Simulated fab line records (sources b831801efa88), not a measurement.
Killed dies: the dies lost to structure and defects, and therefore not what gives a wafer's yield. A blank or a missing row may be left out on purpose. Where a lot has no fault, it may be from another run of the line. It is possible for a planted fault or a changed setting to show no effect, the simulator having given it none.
Which tool is to blame?    flow gf180mcu    13 lots with 39 wafers sampled at 6 steps, on a route of 602 steps

== WHAT THE GAUGES SHOWED, per wafer ==
GF_POLY_GATE_THK_MEAS_01.
lot   measured      on             POLY_GATE_CVD_00_THK (nm)
L526  day 8 16:40   film-metro-02  200.8 201.2 200.1
L527  day 8 21:52   film-metro-02  204.1 203.7 202.8
L528  day 9 03:32   film-metro-02  199.7 199.4 199.2
L529  day 9 12:22   film-metro-04  200.7 200.3 200.2
L531  day 9 20:16   film-metro-02  200.8 201.8 201.6
L537  day 11 14:28  film-metro-03  202.1 199.0 201.7
L538  day 11 22:38  film-metro-02  199.5 200.7 200.0
L541  day 12 15:54  film-metro-03  203.4 204.3 204.6
L542  day 12 23:10  film-metro-02  197.6 198.1 198.7
L543  day 13 05:21  film-metro-03  201.7 200.1 200.6
L544  day 13 14:35  film-metro-02  199.7 200.2 201.5
L546  day 14 05:21  film-metro-03  199.9 201.0 200.7
L548  day 14 19:22  film-metro-03  199.4 200.1 199.5

GF_NSD_CD_MEAS_07: target cd 400 nm.
lot   measured      on         cd-nm (nm)
L526  day 13 12:04  cd-sem-02  403.0 403.7 403.0
L527  day 13 21:25  cd-sem-01  402.9 404.9 404.3
L528  day 14 00:31  cd-sem-01  399.5 398.3 399.5
L529  day 14 13:55  cd-sem-01  396.0 397.0 396.0
L531  day 14 19:40  cd-sem-02  401.2 401.5 399.4
L537  day 17 01:19  cd-sem-01  396.1 399.8 400.3
L538  day 17 12:33  cd-sem-01  - - -
L541  day 18 07:12  cd-sem-01  399.8 399.0 397.6
L542  day 18 20:47  cd-sem-02  401.9 400.6 399.1
L543  day 19 00:20  cd-sem-01  400.6 400.2 400.2
L544  day 19 14:10  cd-sem-01  399.4 399.7 398.4
L546  day 20 03:16  cd-sem-01  400.3 398.4 398.4
L548  day 20 20:40  cd-sem-01  400.5 400.5 401.3

GF_NSD_TW_MEAS_12.
lot   measured      on             NSD_TW
L526  day 13 12:37  film-metro-03  4243 4246 4272
L527  day 13 21:58  film-metro-03  4250 4258 4266
L528  day 14 01:04  film-metro-02  4216 4224 4233
L529  day 14 14:28  film-metro-02  4224 4235 4202
L531  day 14 20:13  film-metro-02  4234 4204 4218
L537  day 17 01:52  film-metro-01  4265 4293 4296
L538  day 17 13:05  film-metro-01  30 30 30
L541  day 18 07:45  film-metro-02  4197 4232 4194
L542  day 18 21:23  film-metro-02  4185 4211 4184
L543  day 19 00:52  film-metro-02  4183 4217 4226
L544  day 19 14:43  film-metro-02  4212 4224 4233
L546  day 20 03:49  film-metro-03  4256 4259 4242
L548  day 20 21:13  film-metro-03  4240 4253 4263

GF_PSD_CD_MEAS_07: target cd 400 nm.
lot   measured      on         cd-nm (nm)
L526  day 14 08:47  cd-sem-01  399.6 396.7 398.4
L527  day 14 18:24  cd-sem-02  398.8 400.6 400.8
L528  day 14 21:49  cd-sem-02  401.4 400.3 402.9
L529  day 15 11:15  cd-sem-02  401.8 400.7 399.3
L531  day 15 18:08  cd-sem-02  399.5 398.7 400.5
L537  day 18 01:22  cd-sem-01  397.7 396.9 397.8
L538  day 18 11:54  cd-sem-02  398.4 396.5 396.7
L541  day 19 07:32  cd-sem-01  400.3 400.2 400.7
L542  day 19 21:19  cd-sem-01  399.5 397.3 397.4
L543  day 20 01:08  cd-sem-01  399.3 399.6 399.6
L544  day 20 15:03  cd-sem-01  404.7 403.0 405.5
L546  day 21 03:23  cd-sem-02  399.1 400.4 398.8
L548  day 21 21:29  cd-sem-01  397.6 398.0 397.1

== EACH LOT AND THE TOOL THAT RAN IT (in order: tool; ch and the chambers of the sampled wafers; start) ==
lot   GF_HV_LDD_RTA_52                  GF_NSD_EXPOSE_04
L526  rtp-anneal-01 ch 0, day 12 13:32  iline-stepper-01 ch 0, day 13 02:22
L527  rtp-anneal-01 ch 0, day 12 21:44  iline-stepper-01 ch 0, day 13 10:52
L528  rtp-anneal-01 ch 0, day 13 01:32  iline-stepper-01 ch 0, day 13 14:04
L529  rtp-anneal-02 ch 0, day 13 13:11  iline-stepper-01 ch 0, day 14 03:48
L531  rtp-anneal-01 ch 0, day 13 21:00  iline-stepper-02 ch 0, day 14 09:37
L537  rtp-anneal-01 ch 0, day 15 23:44  iline-stepper-02 ch 0, day 16 14:08
L538  rtp-anneal-01 ch 0, day 16 10:47  iline-stepper-01 ch 0, day 17 00:50
L541  rtp-anneal-01 ch 0, day 17 05:49  iline-stepper-01 ch 0, day 17 20:16
L542  rtp-anneal-01 ch 0, day 17 16:07  iline-stepper-02 ch 0, day 18 08:35
L543  rtp-anneal-02 ch 0, day 17 21:58  iline-stepper-01 ch 0, day 18 12:34
L544  rtp-anneal-02 ch 0, day 18 10:32  iline-stepper-01 ch 0, day 19 01:40
L546  rtp-anneal-01 ch 0, day 19 00:41  iline-stepper-02 ch 0, day 19 15:38
L548  rtp-anneal-02 ch 0, day 19 18:15  iline-stepper-01 ch 0, day 20 09:08
- GF_HV_LDD_RTA_52: time 10 s.
- GF_NSD_EXPOSE_04: exposes mask Nplus, target cd 400 nm.

== WHAT THE TOOLS THEMSELVES READ (means of the sampled wafers that have a number; where no wafer has one, the mark that the record gives instead) ==
GF_HV_LDD_RTA_52.
lot   tool           lamp-power-pct (%)  wafer_temp_C_max
L526  rtp-anneal-01  25.0                1004.3
L527  rtp-anneal-01  25.1                1005.0
L528  rtp-anneal-01  25.0                1004.2
L529  rtp-anneal-02  28.9                1004.2
L531  rtp-anneal-01  25.0                1005.0
L537  rtp-anneal-01  25.0                1004.5
L538  rtp-anneal-01  25.0                1004.6
L541  rtp-anneal-01  25.0                1004.7
L542  rtp-anneal-01  25.0                1004.6
L543  rtp-anneal-02  29.0                1004.1
L544  rtp-anneal-02  28.9                1004.5
L546  rtp-anneal-01  25.0                1004.7
L548  rtp-anneal-02  28.9                1003.1

== THE ANSWER, worked out from the rows above alone ==
Rule: what is usual is taken from the lots themselves. The widest of any qualifying gaps counts: lots, ordered by their means at a reading, are off when they make up no more than a third of the lots, leave a main group of 4 or more, and stand apart from it by 3 or more times the standard deviation of that group's means. If all means in a main group match to the digits the tables above print for the reading, that group is not used. Also off: a lot with no number at a reading for which 4 or more lots have one. Where the step has rows for the other lots, those lots are counted as sound. Order of review: gauges by route order, followed by the tools' own readings, for which a lot's mean as printed above is used. At the first step where some lot is off, the reading lying furthest off is the one used; lots without a number count as furthest.
Off at GF_NSD_CD_MEAS_07 (cd-nm): L538. Without a number there: L538. The main group: mean 400.1 nm, standard deviation 2.
If a tool, at a process step before that reading, ran all the lots that are off and no sound lot after the first of them, it fits. The gauges at GF_NSD_CD_MEAS_07 aren't tried: what is off there is off at GF_NSD_TW_MEAS_12 too, on other tools, and a gauge's error can't cause that. Of those tried, none fits.

== WHAT THE SIMULATOR PUT IN ==
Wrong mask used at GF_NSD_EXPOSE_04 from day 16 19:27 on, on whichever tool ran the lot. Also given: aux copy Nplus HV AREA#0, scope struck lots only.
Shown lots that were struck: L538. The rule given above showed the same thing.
